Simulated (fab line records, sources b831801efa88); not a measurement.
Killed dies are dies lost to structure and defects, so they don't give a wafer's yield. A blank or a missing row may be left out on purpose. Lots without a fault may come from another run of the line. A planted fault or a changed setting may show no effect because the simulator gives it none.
A struck lot beside a sound one | flow sky130 | 20 steps out of a route of 708
Sound: wafers L609.2, L609.5, L609.6. Struck: wafers L617.2, L617.5, L617.6. The cause comes at the end.
At each step with rows: each side's tool, then ch and its chambers, then its first start. Under that, the readings that differ: sound wafers | struck wafers | difference of the means | sigmas: that difference in standard deviations of wafers without a fault.
alike: readings whose means differ by less than 2 such deviations, and words and numbers that are the same on both sides. not compared: withheld readings, readings that some wafer has no value for, bounds like >300 that may hide the same value, and numbers for which the record gives no deviation and whose values overlap.
The two part at a step that has a row with sigmas, a row that says differs or no value, or rows on one side only. Numbers that don't overlap but have no deviation are shown without sigmas and don't part them. A reading that every wafer of one side lacks parts them only if that side has two wafers or more.

first, 1 step without rows for these wafers: SKY_CAP2M_DEVELOP_11 (develop time 60 s).
SKY_CAP2M_OVL_MEAS_12:
  sound on overlay-01, day 45 07:04; struck on overlay-01, day 47 05:25
  alike: CAP2M_OVL
SKY_CAP2M_METAL_ETCH_13: etches TiN in Cl2/BCl3, stops on SiO2, target depth 220 nm, time 62.9 s.
  sound on rie_metal-02 ch 0,1, day 45 07:05; struck on rie_metal-02 ch 0,1, day 47 05:27
  alike: drypump_motor_current_A, oes_product_au, throttle_valve_pct
  not compared: rf_hours_counter_h
SKY_CAP2M_STRIP_14: strips in O2/N2.
  sound on plasma_asher-01 ch 0,1, day 45 07:10; struck on plasma_asher-01 ch 0,1, day 47 05:32
  alike: drypump_motor_current_A, oes_product_au, strip_time_to_endpoint_s
  not compared: rf_hours_counter_h
then, 8 steps without rows for these wafers: SKY_CAP2M_STRIP_15 (strips in post etch residue remover, time 1200 s); SKY_CAP2M_CLEAN_16 (cleans in IPA, time 180 s); SKY_CAP2M_CLEAN_17 (cleans in O3/DIW); SKY_METAL4_DEHYDRATE_05 (time 60 s); SKY_METAL4_HMDS_06 (prime time 60 s); SKY_METAL4_COAT_07 (resist thk 60 nm); SKY_METAL4_COAT_08 (resist thk 1120 nm); SKY_METAL4_SOFTBAKE_09 (time 90 s).
SKY_METAL4_EXPOSE_10: exposes mask MM4, target cd 300 nm.
  sound on krf_scanner-01 ch 0, day 45 17:59; struck on krf_scanner-02 ch 0, day 47 15:59
  reading              | sound                | struck               | difference | sigmas
  exposure_dose_mJ_cm2 | 27.865 27.869 27.910 | 27.564 27.527 27.538 | -0.338     | -14
  alike: mask, reticle_temp_C, stage_vel_mm_s
then, 2 steps without rows for these wafers: SKY_METAL4_PEB_11; SKY_METAL4_DEVELOP_12 (develop time 60 s).
SKY_METAL4_CD_MEAS_13: target cd 300 nm.
  sound on cd_sem-01, day 46 05:32; struck on cd_sem-01, day 48 03:19
  reading    | sound             | struck            | difference | sigmas
  cd_nm (nm) | 298.7 298.9 300.2 | 303.3 302.3 302.5 | +3.4       | +2
SKY_METAL4_OVL_MEAS_14:
  sound on overlay-01, day 46 05:38; struck on overlay-01, day 48 03:25
  reading         | sound   | struck    | difference | sigmas
  METAL4_OVL (nm) | 12 7 14 | -6 -10 -9 | -19        | -3
SKY_METAL4_DESCUM_15: chemistry O2, time 8 s.
  sound on rie_metal-03 ch 0,1, day 46 05:40; struck on rie_metal-04 ch 0,1, day 48 03:27
  reading                 | sound             | struck            | difference | sigmas
  model.METAL4.cd_nm (nm) | 298.6 298.7 300.5 | 303.2 302.7 302.8 | +3.6       |
  alike: drypump_motor_current_A, oes_product_au
  not compared: rf_hours_counter_h
SKY_METAL4_ETCH_16: etches BARC in N2/H2, stops on SiO2, time 88.2 s, target depth 60 nm.
  sound on rie_metal-03 ch 0,1, day 46 05:42; struck on rie_metal-04 ch 0,1, day 48 03:29
  alike: drypump_motor_current_A, oes_product_au, throttle_valve_pct
  not compared: rf_hours_counter_h
-- the record jumps here: 3 days lie between the struck wafers' starts before and after (it left off in module METAL4 and takes up again in module PAD_OPEN, whose first step shown is number 708 of the route) --
SKY_PAD_OPEN_PROBE_99:
  sound on prober-02, day 49 20:36; struck on prober-02, day 51 10:07
  alike: defect_limited_yield, killed_at_M0_to_M3, killed_at_M4_up, killed_at_contacts, killed_at_front_end, killed_at_other, killed_dies, killed_open, killed_short, sort_bin_3_pad_short, sort_bin_5_function, sort_bin_6_memory, sort_n_pass, sort_yield_pct

WHERE THEY PART
First at SKY_METAL4_EXPOSE_10; last, within this record, at SKY_METAL4_OVL_MEAS_14. Later steps at which nothing parts them and some readings are alike: SKY_METAL4_DESCUM_15, SKY_METAL4_ETCH_16, SKY_PAD_OPEN_PROBE_99.

WHY: what the simulator had put in
Process parameter drift: krf_scanner-02, from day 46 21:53 on, at SKY_METAL4_EXPOSE_10. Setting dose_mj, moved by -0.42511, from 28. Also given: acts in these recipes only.
